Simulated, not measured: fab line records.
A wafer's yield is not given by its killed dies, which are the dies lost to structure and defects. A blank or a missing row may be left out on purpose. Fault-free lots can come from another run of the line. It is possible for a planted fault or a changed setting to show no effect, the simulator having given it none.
Which of the tools did it? ; flow gf180mcu ; 6 lots with 18 wafers sampled at 2 steps, on a route of 602 steps

WHAT EACH GAUGE READ, for each wafer
GF_STI_CD_MEAS_12 targets a cd of 220 nm.
lot;measured;on;cd nm (nm)
L496;day 2 16:20;cd sem-01;220.6 220.7 220.0
L498;day 3 04:14;cd sem-02;221.3 221.2 220.7
L507;day 5 03:14;cd sem-02;221.2 221.5 220.3
L509;day 5 11:49;cd sem-01;220.0 221.3 219.6
L511;day 5 22:01;cd sem-02;220.1 220.5 220.0
L515;day 6 19:48;cd sem-01;220.0 219.7 218.2

TOOL THAT RAN EACH LOT (tool first, then ch and the chambers of the sampled wafers, then the start)
lot;GF_STI_EXPOSE_09
L496;krf scanner-02 ch 0, day 2 10:44
L498;krf scanner-01 ch 0, day 2 22:16
L507;krf scanner-02 ch 0, day 4 20:08
L509;krf scanner-01 ch 0, day 5 04:42
L511;krf scanner-01 ch 0, day 5 14:53
L515;krf scanner-02 ch 0, day 6 12:25
- GF_STI_EXPOSE_09: exposes mask COMP, target cd 220 nm.

THE ANSWER, worked out from the rows above alone
Rule: the lots themselves supply what counts as usual. The widest of any qualifying gaps counts: lots, ordered by their means at a reading, are off when they make up no more than a third of the lots, leave a main group of 4 or more, and stand apart from it by 3 or more times the standard deviation of that group's means. A main group is skipped when, at the precision printed for the reading in the tables above, its means are all equal. Also off: a lot with no number at a reading for which 4 or more lots have one. The other lots that the step has rows for count as sound.
No lot is off at any reading shown: from this, nothing can be told.

WHAT WAS PUT IN BY THE SIMULATOR
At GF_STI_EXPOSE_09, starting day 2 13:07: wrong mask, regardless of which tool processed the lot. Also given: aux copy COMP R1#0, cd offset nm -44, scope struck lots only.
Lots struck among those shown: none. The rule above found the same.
